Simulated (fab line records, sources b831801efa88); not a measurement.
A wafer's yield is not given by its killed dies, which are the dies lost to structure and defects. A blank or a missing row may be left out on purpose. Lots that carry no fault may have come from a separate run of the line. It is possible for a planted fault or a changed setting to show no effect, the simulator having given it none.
Problem report in the 8D (eight disciplines) form, filled by code / flow gf180mcu / the parts of the form that need people (team, actions taken, sign-off) are left out

## 1. THE ISSUE
Mean PSD_TW at GF_PSD_TW_MEAS_11: 2387 over 6 wafers in 2 lots; fault-free wafers: 3207, standard deviation 18. Relative to the usual mean, that is a shift of -46 standard deviations.
Seen first at day 18 03:46 on film_metro-01, wafer L426.1. At this step, 33 wafers from 11 lots have a number in the record. Rule for "out" (also "out of limits"): further than 4 standard deviations from the usual mean. The rest of the wafers with a number are treated as sound.

## 2. WHAT IT IS, WHAT IT ISN'T
question=which readings at this step | is=PSD_TW | is not=-
question=which lots | is=L426, L427 | is not=L422, L423, L424, L425, L428, L434, L436, L438, L439
question=which wafers of those lots | is=all that have a number | is not=-
question=read on which gauges | is=film_metro-01, film_metro-02 | is not=film_metro-04
question=when | is=from day 18 03:46 | is not=up to then (12 sound wafers); but 15 sound wafers of L428, L434, L436, L438, L439 came after

## 3. SUSPECTS, AND WHAT RULES EACH OUT
Counting: a tool at any process step up to the reading remains a suspect when it ran all the lots that are out and ran no sound lot after the first of those.
- the gauge at GF_PSD_TW_MEAS_11: ruled out. Those wafers that are out were read across 2 gauges (film_metro-01, film_metro-02).
- implanter-04 at GF_PSD_IMPLANT_09: ruled out as a lasting fault. Sound lots L436, L438, L439 ran on it after its first lot that is out, L426 (day 18 03:31).
- plasma_asher-03 at GF_PSD_STRIP_10 (strips in O2/N2): kept. It processed each lot that is out, first L426 at day 18 03:40, and no sound lot thereafter; up to then, the last sound lot it processed was L425 at day 17 19:11. On those wafers its own readings are out: oes_product_au, strip_time_to_endpoint_s.
Remaining after the count: plasma_asher-03 at GF_PSD_STRIP_10.

## 4. THE CAUSE (what the simulator had put in)
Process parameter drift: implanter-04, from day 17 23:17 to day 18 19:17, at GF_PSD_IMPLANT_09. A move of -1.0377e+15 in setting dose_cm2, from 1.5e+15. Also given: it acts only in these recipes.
Counting ruled it out, wrongly: the rule takes a fault to strike every lot that its tool runs from its start on, and this one did not.

## 5. THE CHAIN OF EFFECTS, in route order
Each row: a reading whose mean over the struck wafers that have a number lies more than 3 standard deviations from the usual. Scope: only readings with a usual standard deviation given in the record; hours: median across lots of the time from each lot's start at the first step in this table that gives one to its start at this step; sigmas: change in usual standard deviations.
hours=0; step=GF_PSD_IMPLANT_09; reading=dose_ions_cm2; usual=1.4999e+15; on struck wafers=4.6255e+14; change=-1.0374e+15; sigmas=-99 or more
hours=0; step=GF_PSD_IMPLANT_09; reading=end_station_pressure_torr; usual=1.17e-05 Torr; on struck wafers=7.03e-06; change=-4.67e-06; sigmas=-8.0
hours=0; step=GF_PSD_IMPLANT_09; reading=faraday_current_uA; usual=8245; on struck wafers=2580; change=-5665; sigmas=-35
hours=0; step=GF_PSD_STRIP_10; reading=oes_product_au; usual=0.592 a.u.; on struck wafers=0.681; change=+0.089; sigmas=+21
hours=0; step=GF_PSD_STRIP_10; reading=strip_time_to_endpoint_s; usual=16.53 s; on struck wafers=13.29; change=-3.24; sigmas=-90
hours=0; step=GF_PSD_TW_MEAS_11; reading=PSD_TW; usual=3207; on struck wafers=2387; change=-820; sigmas=-46
hours=1; step=GF_PSD_RS_MEAS_15; reading=PSD_RS; usual=108.66 ohm/sq; on struck wafers=249.78; change=+141.12; sigmas=+99 or more
Its process steps:
- GF_PSD_IMPLANT_09
- GF_PSD_STRIP_10: strips in O2/N2.

## 6. WHAT WOULD HAVE CAUGHT IT SOONER
4 hours passed between the start of the fault at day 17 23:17 and the first reading out of limits at a measuring or inspecting step in this record, taken at day 18 03:46.
The tool's own readings at GF_PSD_IMPLANT_09 were out on every struck wafer that the step has a row for (dose_ions_cm2, end_station_pressure_torr, faraday_current_uA): an alarm limit on them would have fired on the first of those.
